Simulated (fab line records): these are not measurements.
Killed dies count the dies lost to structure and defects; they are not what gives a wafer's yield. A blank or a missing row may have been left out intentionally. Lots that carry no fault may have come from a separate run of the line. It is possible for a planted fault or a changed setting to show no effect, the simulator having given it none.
fab line records	flow sky130
[record] lots = 12	wafers = 36	last-day = 50
route steps=708 shown FIELD_ISO@1 METAL1@453 PAD_OPEN@708
lots with no fault: from the same line, run without faults
start-h: hours from the record's opening day to when the first of the lot's shown wafers began	wait-h: how many hours have passed since the lot's step before this one	" identical to the entry in the row above	L1.1+2: one row covering several wafers at once	- no value, or no start was given	* or withheld: withheld	< > ~ a bound
route shown NAME@n: a module of which the file shows steps, and the number in the route of the first	usual: mean and standard deviation over wafers with no fault	same: alike in all rows	chamber/n: place in a boat	sites: the reading at each site	_std_site: the values' standard deviation	_edge_site: mean of outer sites minus mean of inner sites	radius-mm: for every site, how far away it sits from the centre of the wafer	mask NAME#n: copy n	behind: tool/chamber where the wafer was last shaped	hold: why the lot was held/for how many hours/how that ended	device: the n, p or np transistor that did not switch	end of line: the same wafers' tests at the end of the route	for a step that has no rows: nothing shown but its recipe	killed: dies that structure and defects cost at the first sort, which is not the same as the wafer's yield	map: per-die view of a wafer (x killed, . not killed, _ where there is no die)
set.NAME: setting as actually run; set.NAME@STEP: the setting as run at that earlier step	model.NAME: the simulator's own value behind a step, which no gauge read
one table for each step of the route and one row for each wafer, over a sample of lots
services: when a tool's chamber went out of use (start-h, in hours from the record's first day, below 0 if earlier), for how many hours, and the reason
[[steps]]
[step SKY_FIELD_ISO_BOW_MEAS_00]
[recipe] mode = bow
[usual] INCOMING_BOW = 0/6.7
lot.wafer	tool	chamber	start-h	wait-h	INCOMING_BOW[um]
L739.2	film-metro-02	-	10.02	-	3
L739.5	"	-	"	"	-2
L739.6	"	-	"	"	1
L740.1	film-metro-01	-	15.00	-	-4
L740.2	"	-	"	"	-2
L740.5	"	-	"	"	-6
L743.1	film-metro-02	-	30.00	-	4
L743.4	"	-	"	"	7
L743.6	"	-	"	"	7
L745.3	film-metro-02	-	40.04	-	0
L745.4	"	-	"	"	-5
L745.6	"	-	"	"	-4
L747.1	film-metro-02	-	50.00	-	3
L747.3	"	-	"	"	-2
L747.6	"	-	"	"	-3
L748.1	film-metro-04	-	55.00	-	-6
L748.2	"	-	"	"	-3
L748.3	"	-	"	"	-5
L749.1	film-metro-04	-	60.00	-	-17
L749.2	"	-	"	"	-3
L749.6	"	-	"	"	2
L751.1	film-metro-04	-	70.00	-	0
L751.3	"	-	"	"	0
L751.4	"	-	"	"	-9
L756.2	film-metro-04	-	95.02	-	2
L756.5	"	-	"	"	-3
L756.6	"	-	"	"	-8
L759.2	film-metro-01	-	110.02	-	4
L759.3	"	-	"	"	4
L759.4	"	-	"	"	-3
L761.3	film-metro-02	-	120.04	-	13
L761.5	"	-	"	"	5
L761.6	"	-	"	"	2
L762.1	film-metro-02	-	125.00	-	-5
L762.4	"	-	"	"	-2
L762.6	"	-	"	"	11
[step SKY_FIELD_ISO_CD_MEAS_13]
[recipe] target-cd-nm = 150
[usual] cd-nm = 149.8/1.6
lot.wafer	tool	chamber	start-h	wait-h	cd-nm
L739.2	cd-sem-02	-	31.12	-	152.3
L739.5	"	-	"	"	152.2
L739.6	"	-	"	"	151.7
L740.1	cd-sem-01	-	40.90	-	150.2
L740.2	"	-	"	"	149.4
L740.5	"	-	"	"	150.0
L743.1	cd-sem-02	-	52.43	-	149.0
L743.4	"	-	"	"	151.2
L743.6	"	-	"	"	151.0
L745.3	cd-sem-02	-	65.27	-	147.6
L745.4	"	-	"	"	151.2
L745.6	"	-	"	"	150.3
L747.1	cd-sem-02	-	70.93	-	150.7
L747.3	"	-	"	"	150.1
L747.6	"	-	"	"	150.2
L748.1	cd-sem-01	-	76.47	-	146.7
L748.2	"	-	"	"	147.6
L748.3	"	-	"	"	146.4
L749.1	cd-sem-01	-	81.72	-	151.9
L749.2	"	-	"	"	151.6
L749.6	"	-	"	"	151.5
L751.1	cd-sem-02	-	90.77	-	150.8
L751.3	"	-	"	"	151.3
L751.4	"	-	"	"	148.5
L756.2	cd-sem-02	-	118.02	-	148.6
L756.5	"	-	"	"	150.0
L756.6	"	-	"	"	149.8
L759.2	cd-sem-01	-	136.59	-	150.2
L759.3	"	-	"	"	150.0
L759.4	"	-	"	"	150.4
L761.3	cd-sem-02	-	143.09	-	148.1
L761.5	"	-	"	"	149.2
L761.6	"	-	"	"	149.6
L762.1	cd-sem-01	-	150.17	-	150.8
L762.4	"	-	"	"	150.9
L762.6	"	-	"	"	151.5
[step SKY_FIELD_ISO_STRIP_16]
[recipe] chemistry = O2/N2	power-w = 1400	pressure-mtorr = 1500	platen-temp-c = withheld	o2-flow-sccm = 3000	n2-flow-sccm = 300	overash-fraction = 0.5
[usual] drypump-motor-current-A = 5.8/0.44	n2-flow-sccm = 300.0/0.88	oes-product-au = 0.378/0.0045	strip-time-to-endpoint-s = 3.569/0.028
lot.wafer	tool	chamber	start-h	wait-h	drypump-motor-current-A	n2-flow-sccm	oes-product-au	rf-hours-counter-h	strip-time-to-endpoint-s
L739.2	plasma-asher-02	0	31.31	0.0	6.0	299.7	0.370	33	3.560
L739.5	"	0	"	"	6.0	300.0	0.377	-	3.574
L739.6	"	1	"	"	5.8	299.3	0.378	-	3.550
L740.1	plasma-asher-02	0	41.11	0.0	6.0	300.0	0.373	34	3.561
L740.2	"	1	"	"	5.9	299.0	0.377	34	3.574
L740.5	"	1	"	"	5.8	299.7	0.380	-	3.579
L743.1	plasma-asher-04	0	52.64	0.0	5.4	300.2	0.376	35	3.542
L743.4	"	1	"	"	5.7	300.8	0.379	-	3.548
L743.6	"	1	"	"	5.6	299.8	0.376	-	3.541
L745.3	plasma-asher-01	0	65.48	0.1	6.6	300.7	0.372	-	3.559
L745.4	"	1	"	"	5.3	301.0	0.385	-	3.599
L745.6	"	0	"	"	6.5	300.8	0.374	-	3.591
L747.1	plasma-asher-04	0	71.14	0.0	5.4	299.6	0.375	37	3.577
L747.3	"	0	"	"	5.4	300.3	0.381	-	3.574
L747.6	"	0	"	"	5.4	298.7	0.375	-	3.595
L748.1	plasma-asher-02	1	76.69	0.0	5.9	298.2	0.376	37	3.553
L748.2	"	0	"	"	6.0	299.3	0.375	37	3.581
L748.3	"	0	"	"	6.0	298.5	0.376	-	3.579
L749.1	plasma-asher-01	1	81.94	0.0	5.3	301.4	0.380	28	3.565
L749.2	"	0	"	"	6.6	300.8	0.373	28	3.529
L749.6	"	1	"	"	5.3	299.7	0.377	-	3.579
L751.1	plasma-asher-04	0	90.99	0.0	5.4	299.5	0.376	39	3.517
L751.3	"	1	"	"	5.6	300.4	0.377	-	3.564
L751.4	"	0	"	"	5.4	299.0	0.386	-	3.553
L756.2	plasma-asher-02	0	118.21	0.0	6.0	299.4	0.380	39	3.604
L756.5	"	1	"	"	5.8	300.1	0.380	-	3.605
L756.6	"	0	"	"	6.0	298.9	0.381	-	3.611
L759.2	plasma-asher-04	0	136.79	0.0	5.4	301.1	0.376	45	3.550
L759.3	"	1	"	"	5.6	301.4	0.370	-	3.548
L759.4	"	0	"	"	5.4	301.6	0.375	-	3.534
L761.3	plasma-asher-01	1	143.30	0.1	5.3	301.6	0.382	-	3.580
L761.5	"	0	"	"	6.6	300.8	0.371	-	3.562
L761.6	"	1	"	"	5.3	299.9	0.380	-	3.587
L762.1	plasma-asher-01	1	150.39	0.0	5.3	298.5	0.380	36	3.598
L762.4	"	1	"	"	5.3	299.0	0.382	-	3.563
L762.6	"	0	"	"	6.6	300.8	0.387	-	3.581
[step SKY_METAL1_METAL_ETCH_19]
[recipe] target-depth-a = 3600	stop-on = SiO2	over-etch-frac = 0.3	time-s = 78	chemistry = Cl2/BCl3	resist-sidewall-deg = 88	pressure-mtorr = 10	icp-w = 900	bias-w = 48.5	Cl2_flow_sccm = 60	bcl3-flow-sccm = 30
[usual] drypump-motor-current-A = 5.6/0.37	oes-product-au = 0.853/0.0052	rf-fwd-power-W = 894/3.3	throttle-valve-pct = 22.264/0.0088
[same] time-s = 78
lot.wafer	tool	chamber	start-h	wait-h	drypump-motor-current-A	oes-product-au	rf-fwd-power-W	rf-hours-counter-h	throttle-valve-pct
L739.2	rie-metal-02	0	760.32	0.0	5.8	0.854	890	12	22.265
L739.5	"	0	"	"	5.8	0.858	896	-	22.265
L739.6	"	1	"	"	5.7	0.860	893	-	22.272
L740.1	rie-metal-04	0	779.72	0.0	6.0	0.852	895	8	22.265
L740.2	"	1	"	"	5.2	0.855	898	16	22.276
L740.5	"	0	"	"	6.0	0.847	893	-	22.269
L743.1	rie-metal-04	0	796.56	0.1	6.0	0.855	896	9	22.251
L743.4	"	0	"	"	6.0	0.851	891	-	22.260
L743.6	"	0	"	"	6.0	0.852	890	-	22.259
L745.3	rie-metal-04	0	811.60	0.1	6.0	0.853	898	-	22.263
L745.4	"	1	"	"	5.2	0.851	891	-	22.270
L745.6	"	0	"	"	6.0	0.857	900	-	22.256
L747.1	rie-metal-02	0	817.68	0.0	5.8	0.857	896	14	22.271
L747.3	"	1	"	"	5.7	0.855	894	-	22.267
L747.6	"	1	"	"	5.7	0.853	895	-	22.274
L748.1	rie-metal-03	1	824.56	0.1	5.1	0.847	890	7	22.248
L748.2	"	1	"	"	5.1	0.856	890	-	22.267
L748.3	"	1	"	"	5.1	0.847	890	-	22.270
L749.1	rie-metal-04	0	837.24	0.0	6.0	0.850	891	11	22.271
L749.2	"	1	"	"	5.2	0.845	897	1	22.268
L749.6	"	1	"	"	5.2	0.851	891	-	22.253
L751.1	rie-metal-02	1	911.02	0.0	5.7	0.852	896	4	22.254
L751.3	"	1	"	"	5.7	0.855	892	-	22.253
L751.4	"	0	"	"	5.8	0.849	895	-	22.259
L756.2	rie-metal-03	1	914.39	0.0	5.1	0.846	897	12	22.264
L756.5	"	1	"	"	5.1	0.849	894	-	22.264
L756.6	"	0	"	"	6.0	0.858	887	-	22.278
L759.2	rie-metal-02	0	915.95	0.0	5.8	0.854	890	2	22.272
L759.3	"	0	"	"	5.8	0.855	893	-	22.259
L759.4	"	1	"	"	5.7	0.851	895	-	22.267
L761.3	rie-metal-02	0	921.27	0.1	5.8	0.858	893	-	22.260
L761.5	"	1	"	"	5.7	0.857	892	-	22.257
L761.6	"	0	"	"	5.8	0.845	894	-	22.268
L762.1	rie-metal-03	1	928.26	0.0	5.1	0.855	891	13	22.256
L762.4	"	0	"	"	6.0	0.855	891	-	22.251
L762.6	"	1	"	"	5.1	0.850	891	-	22.267
[step SKY_PAD_OPEN_PROBE_99]
[usual] defect-limited-yield = 82.3/2	killed_at_M0_to_M3 = 44/7.9	killed_at_M4_up = 3.1/1.9	killed-at-contacts = 24/4.6	killed-at-front-end = 16/4.9	killed-at-other = 0.3/0.6	killed-dies = 87/9.7	killed-open = 48/7.2	killed-short = 39/5.6	sort_bin_3_pad_short = 0.8/0.47	sort_bin_5_function = 10.4/1.5	sort_bin_6_memory = 6.5/1.1	sort-n-pass = 405/9.7	sort-yield-pct = 82.3/2
[same] gross-dies = 492	killed-at-back-side = 0	sort_bin_4_leakage[%] = 0	sort_bin_8_speed[%] = 0
lot.wafer	tool	chamber	start-h	wait-h	defect-limited-yield[%]	killed_at_M0_to_M3	killed_at_M4_up	killed-at-contacts	killed-at-front-end	killed-at-other	killed-dies	killed-open	killed-short	sort_bin_3_pad_short[%]	sort_bin_5_function[%]	sort_bin_6_memory[%]	sort-n-pass	sort-yield-pct[%]
L739.2	prober-02	-	1070.44	0.1	82.7	42	2	23	18	0	85	50	35	0.8	10.8	5.7	407	82.7
L739.5	prober-02	-	1070.59	0.2	79.5	45	2	29	25	0	101	58	43	1.0	12.2	7.3	391	79.5
L739.6	prober-02	-	1070.64	0.2	78.3	52	3	32	20	0	107	59	47	1.6	12.8	7.3	385	78.3
L740.1	prober-02	-	1086.62	0.1	79.5	55	2	25	19	0	101	50	51	1.2	12.4	6.9	391	79.5
L740.2	prober-02	-	1086.67	0.1	83.1	45	2	22	14	0	83	46	37	0.4	10.2	6.3	409	83.1
L740.5	prober-02	-	1086.82	0.2	80.5	52	4	26	14	0	96	48	48	0	12.0	7.5	396	80.5
L743.1	prober-02	-	1097.03	0.1	79.1	50	5	32	16	0	103	56	47	1.0	11.8	8.1	389	79.1
L743.4	prober-02	-	1097.18	0.2	80.3	65	2	18	11	1	97	57	40	1.4	11.0	7.3	395	80.3
L743.6	prober-02	-	1097.28	0.2	79.3	63	2	20	17	0	102	58	44	1.2	10.2	9.3	390	79.3
L745.3	prober-02	-	1110.48	0.2	83.7	39	2	25	14	0	80	47	31	0.2	11.4	4.7	412	83.7
L745.4	prober-02	-	1110.53	0.2	85.2	37	0	20	16	0	73	42	31	0.2	10.4	4.3	419	85.2
L745.6	prober-02	-	1110.63	0.2	79.9	41	13	30	14	1	99	54	45	0.6	12.2	7.3	393	79.9
L747.1	prober-01	-	1116.63	0.1	81.3	49	4	26	13	0	92	56	36	0.2	12.4	6.1	400	81.3
L747.3	prober-01	-	1116.73	0.2	86.0	32	2	19	16	0	69	38	31	0.4	7.5	6.1	423	86.0
L747.6	prober-01	-	1116.88	0.2	84.6	32	3	27	14	0	76	45	31	0	10.0	5.5	416	84.6
L748.1	prober-01	-	1118.75	0.1	81.5	54	2	25	10	0	91	56	35	0.8	8.9	8.7	401	81.5
L748.2	prober-01	-	1118.80	0.1	85.0	43	4	16	10	1	74	42	31	1.0	7.9	6.1	418	85.0
L748.3	prober-01	-	1118.85	0.2	80.5	50	4	21	21	0	96	54	41	1.0	9.8	8.7	396	80.5
L749.1	prober-02	-	1131.71	0.1	84.1	35	1	28	14	0	78	50	28	1.0	8.1	6.7	414	84.1
L749.2	prober-02	-	1131.76	0.1	81.7	55	4	14	17	0	90	45	45	1.0	11.6	5.7	402	81.7
L749.6	prober-02	-	1131.96	0.2	80.5	52	4	22	18	0	96	49	47	0.6	10.6	8.3	396	80.5
L751.1	prober-02	-	1184.29	0.1	80.3	42	2	29	22	2	97	51	45	1.4	10.8	7.5	395	80.3
L751.3	prober-02	-	1184.39	0.2	80.1	45	3	30	20	0	98	55	43	0.6	12.4	6.9	394	80.1
L751.4	prober-02	-	1184.44	0.2	84.3	36	4	23	14	0	77	42	35	0.6	10.2	4.9	415	84.3
L759.2	prober-01	-	1189.55	0.1	74.6	76	4	30	15	0	125	52	40	1.4	15.7	8.3	367	74.6
L759.3	prober-01	-	1189.60	0.2	75.8	81	4	23	11	0	119	57	33	1.0	12.4	10.8	373	75.8
L759.4	prober-01	-	1189.65	0.2	82.3	42	7	24	14	0	87	55	32	0.8	10.6	6.3	405	82.3
L756.2	prober-02	-	1190.78	0.1	86.0	38	3	20	7	1	69	35	33	0.2	8.1	5.7	423	86.0
L756.5	prober-02	-	1190.93	0.2	83.3	55	0	16	11	0	82	44	38	1.2	10.2	5.3	410	83.3
L756.6	prober-02	-	1190.98	0.2	82.9	54	4	16	9	1	84	41	43	1.0	9.3	6.7	408	82.9
L761.3	prober-01	-	1191.50	0.2	77.4	67	2	25	16	1	111	49	34	2.0	14.0	6.5	381	77.4
L761.5	prober-01	-	1191.60	0.2	80.9	54	4	18	15	3	94	43	50	1.6	9.8	7.7	398	80.9
L761.6	prober-01	-	1191.65	0.2	78.0	74	4	18	12	0	108	47	36	1.8	14.0	6.1	384	78.0
L762.1	prober-02	-	1193.83	0.1	80.1	46	4	28	18	2	98	56	41	0.4	12.6	6.9	394	80.1
L762.4	prober-02	-	1193.98	0.2	80.9	59	0	20	15	0	94	54	39	0.2	11.8	7.1	398	80.9
L762.6	prober-02	-	1194.08	0.2	85.4	32	2	22	16	0	72	37	35	1.0	8.1	5.5	420	85.4
// killed by level:class
L739.2 VIA1:geometric-particle:open=13 CONTACT:geometric-particle:open=10 VIA2:geometric-particle:open=6 VIA1:geometric-particle:short=6 VIA3:geometric-particle:open=5 FIELD_ISO:geometric-particle:open=4 LI_CONTACT:geometric-particle:open=4 CONTACT:geometric-particle:short=4
L739.5 VIA1:geometric-particle:open=13 LI_CONTACT:geometric-particle:open=11 FIELD_ISO:geometric-particle:open=8 CONTACT:geometric-particle:open=7 VIA3:geometric-particle:open=7 POLY_GATE:geometric-particle:short=6 METAL1:geometric-particle:short=6 POLY_GATE:geometric-particle:open=5
L739.6 CONTACT:geometric-particle:open=15 VIA1:geometric-particle:open=13 VIA1:geometric-particle:short=9 VIA2:geometric-particle:open=7 LI_CONTACT:geometric-particle:open=6 CONTACT:geometric-particle:short=6 METAL1:geometric-particle:short=6 VIA2:geometric-particle:short=6
L740.1 VIA1:geometric-particle:open=13 CONTACT:geometric-particle:open=9 METAL1:geometric-particle:short=8 FIELD_ISO:geometric-particle:open=7 VIA2:geometric-particle:open=7 VIA3:geometric-particle:open=6 METAL2:geometric-particle:short=6 CONTACT:geometric-particle:short=5
L740.2 VIA1:geometric-particle:open=10 LI_CONTACT:geometric-particle:open=7 VIA2:geometric-particle:open=6 LOCAL_INTERCONNECT:geometric-particle:short=6 CONTACT:geometric-particle:open=6 VIA3:geometric-particle:open=5 METAL2:geometric-particle:short=5 FIELD_ISO:geometric-particle:short=4
L740.5 CONTACT:geometric-particle:open=11 VIA2:geometric-particle:short=10 VIA1:geometric-particle:open=9 METAL1:geometric-particle:short=6 VIA2:geometric-particle:open=6 LI_CONTACT:geometric-particle:open=5 LOCAL_INTERCONNECT:geometric-particle:short=5 VIA1:geometric-particle:short=4
L743.1 LI_CONTACT:geometric-particle:open=12 VIA2:geometric-particle:open=9 VIA1:geometric-particle:open=9 CONTACT:geometric-particle:open=9 METAL2:geometric-particle:short=7 METAL1:geometric-particle:short=6 FIELD_ISO:geometric-particle:short=5 FIELD_ISO:geometric-particle:open=5
L743.4 VIA1:geometric-particle:open=24 METAL2:geometric-particle:short=8 VIA2:geometric-particle:open=8 VIA1:geometric-particle:short=7 LI_CONTACT:geometric-particle:open=6 CONTACT:geometric-particle:short=5 VIA3:geometric-particle:open=5 POLY_GATE:geometric-particle:open=4
L743.6 VIA1:geometric-particle:open=20 VIA2:geometric-particle:open=10 VIA1:geometric-particle:short=8 LI_CONTACT:geometric-particle:open=7 VIA3:geometric-particle:open=7 METAL2:geometric-particle:short=6 FIELD_ISO:geometric-particle:short=5 FIELD_ISO:geometric-particle:open=4
L745.3 VIA1:geometric-particle:open=14 CONTACT:geometric-particle:open=10 FIELD_ISO:geometric-particle:short=6 LI_CONTACT:geometric-particle:open=5 LOCAL_INTERCONNECT:geometric-particle:short=5 CONTACT:geometric-particle:short=5 VIA3:geometric-particle:open=5 VIA1:geometric-particle:short=4
L745.4 VIA1:geometric-particle:open=10 POLY_GATE:geometric-particle:open=6 LI_CONTACT:geometric-particle:open=6 VIA3:geometric-particle:open=6 VIA1:geometric-particle:short=5 FIELD_ISO:geometric-particle:open=4 LOCAL_INTERCONNECT:geometric-particle:short=4 CONTACT:geometric-particle:open=4
L745.6 CONTACT:geometric-particle:open=14 METAL4:geometric-particle:short=10 VIA1:geometric-particle:open=9 CONTACT:geometric-particle:short=7 VIA3:geometric-particle:open=7 LI_CONTACT:geometric-particle:open=6 METAL2:geometric-particle:short=5 VIA3:geometric-particle:short=5
L747.1 VIA1:geometric-particle:open=13 LI_CONTACT:geometric-particle:open=9 CONTACT:geometric-particle:open=6 VIA2:geometric-particle:open=6 POLY_GATE:geometric-particle:open=5 CONTACT:geometric-particle:short=5 VIA2:geometric-particle:short=5 VIA3:geometric-particle:short=5
L747.3 VIA3:geometric-particle:open=9 VIA1:geometric-particle:open=8 CONTACT:geometric-particle:open=7 VIA2:geometric-particle:short=7 POLY_GATE:geometric-particle:short=7 LI_CONTACT:geometric-particle:open=5 POLY_GATE:geometric-particle:open=3 SPACER:geometric-particle:short=3
L747.6 CONTACT:geometric-particle:open=9 VIA3:geometric-particle:open=9 LI_CONTACT:geometric-particle:open=8 VIA1:geometric-particle:open=6 LOCAL_INTERCONNECT:geometric-particle:short=5 FIELD_ISO:geometric-particle:short=4 POLY_GATE:geometric-particle:short=4 VIA2:geometric-particle:open=4
L748.1 VIA1:geometric-particle:open=14 LI_CONTACT:geometric-particle:open=9 CONTACT:geometric-particle:open=9 VIA2:geometric-particle:open=9 METAL2:geometric-particle:short=8 POLY_GATE:geometric-particle:short=5 CONTACT:geometric-particle:short=5 METAL1:geometric-particle:short=5
L748.2 VIA1:geometric-particle:open=11 VIA3:geometric-particle:open=7 CONTACT:geometric-particle:open=6 VIA1:geometric-particle:short=6 LOCAL_INTERCONNECT:geometric-particle:short=4 METAL2:geometric-particle:short=4 POLY_GATE:geometric-particle:open=3 LI_CONTACT:geometric-particle:open=3
L748.3 VIA1:geometric-particle:open=18 LI_CONTACT:geometric-particle:open=8 CONTACT:geometric-particle:open=7 VIA2:geometric-particle:open=7 POLY_GATE:geometric-particle:short=6 FIELD_ISO:geometric-particle:short=5 VIA3:geometric-particle:open=5 METAL2:geometric-particle:short=5
L749.1 VIA1:geometric-particle:open=11 CONTACT:geometric-particle:open=10 LI_CONTACT:geometric-particle:open=8 METAL1:geometric-particle:short=8 FIELD_ISO:geometric-particle:open=7 CONTACT:geometric-particle:short=4 VIA3:geometric-particle:open=4 SPACER:geometric-particle:open=3
L749.2 VIA1:geometric-particle:open=15 METAL1:geometric-particle:short=10 VIA2:geometric-particle:open=9 CONTACT:geometric-particle:open=6 METAL2:geometric-particle:short=5 FIELD_ISO:geometric-particle:open=4 VIA1:geometric-particle:short=4 VIA3:geometric-particle:short=4
L749.6 VIA1:geometric-particle:open=15 VIA3:geometric-particle:open=8 VIA2:geometric-particle:open=8 POLY_GATE:geometric-particle:short=7 VIA1:geometric-particle:short=6 LI_CONTACT:geometric-particle:short=5 CONTACT:geometric-particle:short=5 CONTACT:geometric-particle:open=5
L751.1 VIA1:geometric-particle:open=13 CONTACT:geometric-particle:open=8 LI_CONTACT:geometric-particle:open=7 LI_CONTACT:geometric-particle:short=6 FIELD_ISO:geometric-particle:open=5 FIELD_ISO:geometric-particle:short=5 POLY_GATE:geometric-particle:open=4 POLY_GATE:geometric-particle:short=4
L751.3 VIA1:geometric-particle:open=10 CONTACT:geometric-particle:open=9 LI_CONTACT:geometric-particle:open=8 POLY_GATE:geometric-particle:open=6 METAL1:geometric-particle:short=6 VIA3:geometric-particle:open=6 VIA2:geometric-particle:open=5 SPACER:geometric-particle:open=4
L751.4 VIA1:geometric-particle:open=9 CONTACT:geometric-particle:open=7 VIA2:geometric-particle:open=6 FIELD_ISO:geometric-particle:open=5 POLY_GATE:geometric-particle:short=5 LI_CONTACT:geometric-particle:short=5 LI_CONTACT:geometric-particle:open=5 VIA1:geometric-particle:short=5
L759.2 METAL1:unspecified=30 VIA1:geometric-particle:open=19 CONTACT:geometric-particle:open=10 LI_CONTACT:geometric-particle:open=8 FIELD_ISO:geometric-particle:open=5 LOCAL_INTERCONNECT:geometric-particle:short=5 VIA1:geometric-particle:short=5 FIELD_ISO:geometric-particle:short=4
L759.3 METAL1:unspecified=28 VIA1:geometric-particle:open=14 VIA2:geometric-particle:open=14 CONTACT:geometric-particle:open=9 LI_CONTACT:geometric-particle:open=7 METAL1:geometric-particle:short=6 METAL1:geometric-particle:open=6 FIELD_ISO:geometric-particle:short=4
L759.4 VIA2:geometric-particle:open=10 LI_CONTACT:geometric-particle:open=9 VIA1:geometric-particle:open=8 CONTACT:geometric-particle:open=8 METAL4:geometric-particle:short=7 METAL1:geometric-particle:open=5 METAL2:geometric-particle:short=5 FIELD_ISO:geometric-particle:open=4
L756.2 VIA1:geometric-particle:open=11 LI_CONTACT:geometric-particle:open=7 VIA2:geometric-particle:open=7 CONTACT:geometric-particle:open=6 METAL1:geometric-particle:short=4 METAL2:geometric-particle:short=4 VIA3:geometric-particle:short=4 FIELD_ISO:geometric-particle:short=3
L756.5 METAL1:geometric-particle:short=8 VIA1:geometric-particle:open=8 VIA1:geometric-particle:short=7 VIA2:geometric-particle:open=7 METAL3:geometric-particle:short=6 CONTACT:geometric-particle:open=6 LI_CONTACT:geometric-particle:open=5 METAL1:geometric-particle:open=5
L756.6 VIA1:geometric-particle:open=14 METAL1:geometric-particle:short=9 METAL2:geometric-particle:short=6 CONTACT:geometric-particle:open=5 VIA2:geometric-particle:open=5 METAL4:geometric-particle:short=4 LI_CONTACT:geometric-particle:open=4 METAL3:geometric-particle:short=4
L761.3 METAL1:unspecified=28 LI_CONTACT:geometric-particle:open=8 CONTACT:geometric-particle:short=8 METAL2:geometric-particle:open=8 VIA1:geometric-particle:open=7 CONTACT:geometric-particle:open=6 VIA3:geometric-particle:open=5 VIA1:geometric-particle:short=5
L761.5 METAL1:geometric-particle:short=9 VIA3:geometric-particle:open=8 METAL2:geometric-particle:short=7 VIA2:geometric-particle:open=7 CONTACT:geometric-particle:open=6 VIA1:geometric-particle:open=6 FIELD_ISO:geometric-particle:short=5 VIA1:geometric-particle:short=5
L761.6 METAL1:unspecified=25 METAL1:geometric-particle:short=9 VIA1:geometric-particle:open=9 VIA3:geometric-particle:open=8 LI_CONTACT:geometric-particle:open=6 METAL2:geometric-particle:short=5 POLY_GATE:geometric-particle:open=4 CONTACT:geometric-particle:short=4
L762.1 VIA1:geometric-particle:open=14 CONTACT:geometric-particle:open=12 METAL2:geometric-particle:short=9 LI_CONTACT:geometric-particle:open=7 LOCAL_INTERCONNECT:geometric-particle:short=6 METAL1:geometric-particle:short=5 VIA2:geometric-particle:open=5 VIA3:geometric-particle:open=5
L762.4 VIA1:geometric-particle:open=22 VIA1:geometric-particle:short=9 VIA3:geometric-particle:open=7 CONTACT:geometric-particle:short=6 VIA2:geometric-particle:open=5 METAL2:geometric-particle:short=5 POLY_GATE:geometric-particle:short=4 LI_CONTACT:geometric-particle:open=4
L762.6 VIA1:geometric-particle:open=8 VIA3:geometric-particle:open=6 LOCAL_INTERCONNECT:geometric-particle:short=5 CONTACT:geometric-particle:short=5 METAL1:geometric-particle:short=5 LI_CONTACT:geometric-particle:open=4 CONTACT:geometric-particle:open=4 FIELD_ISO:geometric-particle:open=3
[[services]]
tool	chamber	start-h	hours	kind
plasma-asher-04	-	24.91	21.4	pm
rie-metal-04	0	28.83	10.4	repair
plasma-asher-01	-	73.08	8.0	repair
plasma-asher-02	-	90.10	26.6	pm
rie-metal-02	0	100.00	1.8	repair
rie-metal-02	0	138.85	12.1	repair
rie-metal-02	-	147.17	15.6	pm
rie-metal-04	-	148.35	0.2	repair
plasma-asher-02	-	149.74	3.7	repair
rie-metal-04	1	183.40	4.8	repair
plasma-asher-01	-	193.30	14.6	pm
plasma-asher-01	-	250.29	1.3	repair
plasma-asher-04	-	259.11	28.1	pm
rie-metal-04	-	265.14	1.4	pm
rie-metal-04	0	272.46	11.1	repair
rie-metal-04	1	277.02	3.4	repair
plasma-asher-02	-	316.56	2.4	repair
rie-metal-04	1	327.69	3.2	repair
rie-metal-02	-	343.14	28.1	pm
rie-metal-02	-	609.86	2.8	pm
rie-metal-02	1	667.68	5.3	repair
rie-metal-02	-	705.87	1.4	pm
rie-metal-02	1	776.31	2.2	repair
rie-metal-02	-	852.24	1.1	repair
[[key]]
[first-sign] step = SKY_PAD_OPEN_PROBE_99	reading = killed_at_M0_to_M3	direction = up	sigmas = 3.9	usual = 44	struck = 74
[effect] step = SKY_PAD_OPEN_PROBE_99	reading = defect-limited-yield	direction = down	sigmas = 3	usual = 82.3	struck = 76.5
met-at SKY_METAL1_METAL_ETCH_19
struck-lots L759,L761
struck-wafers L759.2,L759.3,L761.3,L761.6
not-acting-at SKY_FIELD_ISO_BOW_MEAS_00,SKY_FIELD_ISO_CD_MEAS_13,SKY_FIELD_ISO_STRIP_16
onset-between 911.02 915.95
[fault] kind = chamber-particle-source	tool = rie-metal-02	chamber = 0	onset-h = 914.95	steps = SKY_METAL1_METAL_ETCH_19	rate-per-visit-cm2 = 0.41317	end-h = 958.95
